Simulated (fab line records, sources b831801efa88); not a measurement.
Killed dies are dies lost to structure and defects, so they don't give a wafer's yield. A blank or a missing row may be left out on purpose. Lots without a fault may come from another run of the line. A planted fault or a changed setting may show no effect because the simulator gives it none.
fab line records | flow sky130
record lots=12 wafers=36 last_day=50
route steps=708 shown LDD_HVP@286 SD_P@327
lots that met no fault: from a run of the same line without faults
start_h: hours from the record's first day to the start of the lot's first wafer shown | wait_h: hours since the lot's step before | " the same as in the row above | L1.1+2: a row that stands for several wafers | - no value, or no start given | * or withheld: withheld | < > ~ a bound
route shown NAME@n: a module of which the file shows steps, and the number in the route of the first | usual: mean/standard deviation of fault-free wafers | same: alike in all rows | chamber/n: place in a boat | sites: the reading at each site | _std_site: their standard deviation | _edge_site: outer sites' mean less inner sites' | radius_mm: how far each site lies from the wafer's centre | mask NAME#n: copy n | behind: the tool/chamber that last shaped the wafer | hold: why the lot was held/for how many hours/how that ended | device: the transistor (n, p or np) that didn't switch | end of line: the same wafers' tests at the end of the route | a step without rows: its recipe alone | killed: dies lost to structure and defects at the first sort, not the wafer's yield | map: a wafer's dies, x killed, . not, _ none there
set.NAME: the setting as run; set.NAME@STEP: as run at that earlier step | model.NAME: the simulator's own value behind a step, which no gauge read
steps of the route over a sample of lots; a table a step, a row a wafer
services: from which hour (start_h, from the record's first day; less than 0 if before it) a tool's chamber was out of use, for how many hours, and why
## steps
# step SKY_LDD_HVP_IMPLANT_08
# recipe species=B energy_kev=20 dose_cm2=1.7e+13 tilt_deg=17.9
# usual dose_ions_cm2=1.6998e+13/1.8e+10 tilt_deg=17.900/0.02
# columns lot.wafer tool chamber start_h wait_h dose_ions_cm2 tilt_deg
L675.1 implanter-03 0 493.46 0.0 1.7016e+13 17.874
L675.2 " 0 " " 1.7013e+13 17.893
L675.3 " 0 " " 1.6973e+13 17.889
L678.2 implanter-04 0 521.25 0.0 1.7006e+13 17.907
L678.3 " 0 " " 1.7024e+13 17.916
L678.4 " 0 " " 1.7001e+13 17.906
L677.3 implanter-03 0 521.31 0.1 1.701e+13 17.899
L677.4 " 0 " " 1.7001e+13 17.885
L677.5 " 0 " " 1.7018e+13 17.912
L680.3 implanter-02 0 546.09 0.1 1.6986e+13 17.926
L680.4 " 0 " " 1.6991e+13 17.923
L680.6 " 0 " " 1.7008e+13 17.936
L683.4 implanter-02 0 562.39 0.1 1.7004e+13 17.856
L683.5 " 0 " " 1.6999e+13 17.913
L683.6 " 0 " " 1.697e+13 17.868
L684.2 implanter-02 0 572.30 0.0 1.6976e+13 0.008
L684.3 " 0 " " 1.6997e+13 0.029
L684.5 " 0 " " 1.7006e+13 -0.007
L685.2 implanter-02 0 575.74 0.0 1.7003e+13 0.032
L685.3 " 0 " " 1.6991e+13 0.028
L685.5 " 0 " " 1.7012e+13 0.006
L687.2 implanter-04 0 604.52 0.0 1.6983e+13 17.894
L687.3 " 0 " " 1.6996e+13 17.889
L687.4 " 0 " " 1.6977e+13 17.887
L693.1 implanter-04 0 648.07 0.0 1.698e+13 17.904
L693.4 " 0 " " 1.6989e+13 17.869
L693.5 " 0 " " 1.7012e+13 17.890
L694.3 implanter-03 0 657.02 0.1 1.6974e+13 17.962
L694.4 " 0 " " 1.6965e+13 17.900
L694.5 " 0 " " 1.6962e+13 17.903
L696.1 implanter-02 0 672.54 0.0 1.7025e+13 17.886
L696.3 " 0 " " 1.7012e+13 17.919
L696.6 " 0 " " 1.6993e+13 17.881
L697.1 implanter-02 0 673.77 0.0 1.7042e+13 17.883
L697.4 " 0 " " 1.7001e+13 17.893
L697.6 " 0 " " 1.7012e+13 17.876
# step SKY_LDD_HVP_TW_MEAS_10
# usual LDD_HVP_TW=458/3.9
# columns lot.wafer tool chamber start_h wait_h hold LDD_HVP_TW
L675.1 film_metro-01 - 493.71 0.1 - 452
L675.2 " - " " - 452
L675.3 " - " " - 450
L678.2 film_metro-04 - 521.48 0.1 - 461
L678.3 " - " " - 458
L678.4 " - " " - 461
L677.3 film_metro-04 - 521.55 0.1 - 460
L677.4 " - " " - 455
L677.5 " - " " - 456
L680.3 film_metro-01 - 546.31 0.1 - 455
L680.4 " - " " - 454
L680.6 " - " " - 455
L683.4 film_metro-03 - 562.64 0.1 - 457
L683.5 " - " " - 460
L683.6 " - " " - 458
L684.2 film_metro-03 - 572.53 0.1 await_dispo/0.2h/release 412
L684.3 " - " " await_dispo/0.2h/release 411
L684.5 " - " " await_dispo/0.2h/release 412
L684.2 film_metro-03 - 572.76 0.2 - 410
L684.3 " - " " - 412
L684.5 " - " " - 414
L685.2 film_metro-03 - 575.97 0.1 await_dispo/0.2h/release 412
L685.3 " - " " await_dispo/0.2h/release 411
L685.5 " - " " await_dispo/0.2h/release 413
L685.2 film_metro-03 - 576.20 0.2 - 414
L685.3 " - " " - 413
L685.5 " - " " - 413
L687.2 film_metro-03 - 604.75 0.1 - 460
L687.3 " - " " - 461
L687.4 " - " " - 460
L693.1 film_metro-03 - 648.32 0.1 - 461
L693.4 " - " " - 461
L693.5 " - " " - 460
L694.3 film_metro-03 - 657.24 0.1 - 460
L694.4 " - " " - 461
L694.5 " - " " - 463
L696.1 film_metro-01 - 672.79 0.1 - 454
L696.3 " - " " - 453
L696.6 " - " " - 452
L697.1 film_metro-03 - 674.02 0.1 - 456
L697.4 " - " " - 458
L697.6 " - " " - 459
# step SKY_SD_P_CD_MEAS_07
# recipe target_cd_nm=380
# usual cd_nm=380.6/2.4
# columns lot.wafer tool chamber start_h wait_h cd_nm
L675.1 cd_sem-01 - 587.62 0.1 381.4
L675.2 " - " " 380.3
L675.3 " - " " 377.7
L678.2 cd_sem-02 - 613.21 0.1 377.7
L678.3 " - " " 381.5
L678.4 " - " " 379.9
L677.3 cd_sem-01 - 613.77 0.1 383.8
L677.4 " - " " 381.2
L677.5 " - " " 381.7
L680.3 cd_sem-02 - 638.56 0.1 380.3
L680.4 " - " " 382.3
L680.6 " - " " 382.5
L683.4 cd_sem-02 - 651.64 0.1 380.4
L683.5 " - " " 382.2
L683.6 " - " " 380.8
L684.2 cd_sem-02 - 662.94 0.1 380.2
L684.3 " - " " 379.9
L684.5 " - " " 378.9
L685.2 cd_sem-01 - 665.14 0.1 376.8
L685.3 " - " " 376.2
L685.5 " - " " 376.6
L687.2 cd_sem-01 - 693.90 0.1 381.6
L687.3 " - " " 381.7
L687.4 " - " " 380.0
L693.1 cd_sem-02 - 735.42 0.1 378.9
L693.4 " - " " 382.7
L693.5 " - " " 381.4
L694.3 cd_sem-01 - 742.87 0.1 380.2
L694.4 " - " " 377.8
L694.5 " - " " 378.8
L696.1 cd_sem-02 - 758.98 0.1 382.9
L696.3 " - " " 382.6
L696.6 " - " " 383.7
L697.1 cd_sem-01 - 760.89 0.1 378.9
L697.4 " - " " 375.1
L697.6 " - " " 379.0
# step SKY_SD_P_OVL_MEAS_08
# usual SD_P_OVL=-0.9/1.8
# columns lot.wafer tool chamber start_h wait_h SD_P_OVL[nm]
L675.1 overlay-01 - 587.74 0.1 -0.4
L675.2 " - " " 0.5
L675.3 " - " " -1.9
L678.2 overlay-02 - 613.31 0.1 -1.6
L678.3 " - " " -3.2
L678.4 " - " " -2.6
L677.3 overlay-02 - 613.86 0.1 2.4
L677.4 " - " " 3.1
L677.5 " - " " 2.0
L680.3 overlay-01 - 638.65 0.1 0.6
L680.4 " - " " -0.8
L680.6 " - " " 0.0
L683.4 overlay-02 - 651.71 0.1 0.5
L683.5 " - " " 1.2
L683.6 " - " " 0.8
L684.2 overlay-01 - 663.05 0.1 -0.9
L684.3 " - " " 0.8
L684.5 " - " " 0.3
L685.2 overlay-01 - 665.25 0.1 -2.3
L685.3 " - " " -4.0
L685.5 " - " " -4.8
L687.2 overlay-01 - 694.00 0.1 -1.0
L687.3 " - " " -3.1
L687.4 " - " " -0.6
L693.1 overlay-02 - 735.54 0.1 0.5
L693.4 " - " " -0.7
L693.5 " - " " -1.3
L694.3 overlay-01 - 742.96 0.1 0.1
L694.4 " - " " 0.7
L694.5 " - " " -0.8
L696.1 overlay-02 - 759.10 0.1 -1.4
L696.3 " - " " 0.5
L696.6 " - " " -3.5
L697.1 overlay-02 - 761.01 0.1 0.8
L697.4 " - " " -0.7
L697.6 " - " " 1.5
# step SKY_SD_P_STRIP_10
# recipe chemistry=O2/N2 power_w=1400 pressure_mtorr=1500 platen_temp_c=withheld o2_flow_sccm=3000 n2_flow_sccm=300 overash_fraction=0.5
# usual drypump_motor_current_A=5.95/0.27 oes_product_au=0.617/0.0043 strip_time_to_endpoint_s=17.46/0.039
# columns lot.wafer tool chamber start_h wait_h drypump_motor_current_A oes_product_au rf_hours_counter_h strip_time_to_endpoint_s
L675.1 plasma_asher-02 1 587.93 0.1 6.27 0.621 91 17.43
L675.2 " 0 " " 6.00 0.610 91 17.39
L675.3 " 0 " " 6.01 0.608 - 17.40
L678.2 plasma_asher-02 0 613.49 0.1 5.98 0.621 94 17.43
L678.3 " 0 " " 6.00 0.619 - 17.46
L678.4 " 1 " " 6.27 0.619 - 17.47
L677.3 plasma_asher-04 0 614.07 0.1 6.06 0.615 - 17.42
L677.4 " 1 " " 5.64 0.612 - 17.47
L677.5 " 1 " " 5.65 0.624 - 17.37
L680.3 plasma_asher-02 1 638.86 0.1 6.25 0.623 - 17.51
L680.4 " 0 " " 6.03 0.614 - 17.50
L680.6 " 0 " " 6.01 0.627 - 17.47
L683.4 plasma_asher-03 0 651.92 0.1 6.15 0.619 - 17.40
L683.5 " 1 " " 5.53 0.621 - 17.41
L683.6 " 0 " " 6.11 0.619 - 17.39
L684.2 plasma_asher-03 0 663.23 0.1 6.15 0.619 23 17.45
L684.3 " 1 " " 5.54 0.621 - 17.48
L684.5 " 0 " " 6.17 0.616 - 17.49
L685.2 plasma_asher-02 1 665.43 0.1 6.24 0.619 99 17.48
L685.3 " 1 " " 6.26 0.625 - 17.43
L685.5 " 0 " " 6.01 0.617 - 17.46
L687.2 plasma_asher-04 1 694.18 0.1 5.65 0.619 58 17.51
L687.3 " 1 " " 5.65 0.624 - 17.49
L687.4 " 0 " " 6.09 0.616 - 17.49
L693.1 plasma_asher-04 0 735.73 0.1 6.07 0.619 63 17.48
L693.4 " 0 " " 6.07 0.614 - 17.49
L693.5 " 0 " " 6.07 0.624 - 17.43
L694.3 plasma_asher-02 0 743.17 0.1 5.99 0.624 - 17.43
L694.4 " 1 " " 6.26 0.626 - 17.43
L694.5 " 1 " " 6.27 0.622 - 17.47
L696.1 plasma_asher-03 0 759.28 0.1 6.16 0.617 32 17.52
L696.3 " 1 " " 5.50 0.619 - 17.56
L696.6 " 1 " " 5.51 0.621 - 17.52
L697.1 plasma_asher-03 1 761.19 0.1 5.53 0.622 32 17.49
L697.4 " 1 " " 5.49 0.620 - 17.44
L697.6 " 1 " " 5.50 0.620 - 17.50
## services
# columns tool chamber start_h hours kind
plasma_asher-02 - 506.91 13.5 repair
plasma_asher-03 - 510.19 4.3 repair
plasma_asher-04 - 574.13 7.3 pm
plasma_asher-02 - 583.73 2.8 pm
implanter-04 - 591.47 3.6 repair
implanter-04 - 596.38 0.8 repair
implanter-02 - 622.43 4.0 pm
implanter-02 - 643.50 1.8 repair
plasma_asher-03 - 679.66 13.8 repair
plasma_asher-03 - 690.06 6.2 repair
plasma_asher-02 - 717.47 2.9 repair
plasma_asher-02 - 719.44 5.1 repair
plasma_asher-02 - 733.75 9.0 pm
plasma_asher-02 0 733.75 9.0 vent_cycle
plasma_asher-02 1 733.75 9.0 vent_cycle
plasma_asher-02 0 742.75 - clean
plasma_asher-02 1 742.75 - clean
plasma_asher-02 - 743.34 0.6 repair
implanter-03 - 749.83 2.6 repair
implanter-03 - 752.43 4.9 pm
## key
first_sign step=SKY_LDD_HVP_IMPLANT_08 reading=tilt_deg direction=down sigmas=99+ usual=* struck=*
effect step=SKY_LDD_HVP_TW_MEAS_10 reading=visit direction=added
effect step=SKY_LDD_HVP_TW_MEAS_10 reading=LDD_HVP_TW direction=down sigmas=12 usual=458 struck=412
met_at SKY_LDD_HVP_IMPLANT_08
struck_lots L684,L685
tester_left_out L684,L685
not_acting_at SKY_SD_P_CD_MEAS_07,SKY_SD_P_OVL_MEAS_08,SKY_SD_P_STRIP_10
onset_between 562.39 572.30
fault kind=process_parameter_drift tool=implanter-02 chamber=- onset_h=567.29 steps=SKY_LDD_HVP_IMPLANT_08 channel=tilt_deg offset=* shape=step end_h=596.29 acts_in=* stated=*
# tester_left_out: of these lots the tester's yield and bins aren't shown, on N5 and GAA mostly nor the transistor test; their killed dies are dies lost to structure and defects alone, not to doping, threshold or leakage, so they don't give the yield
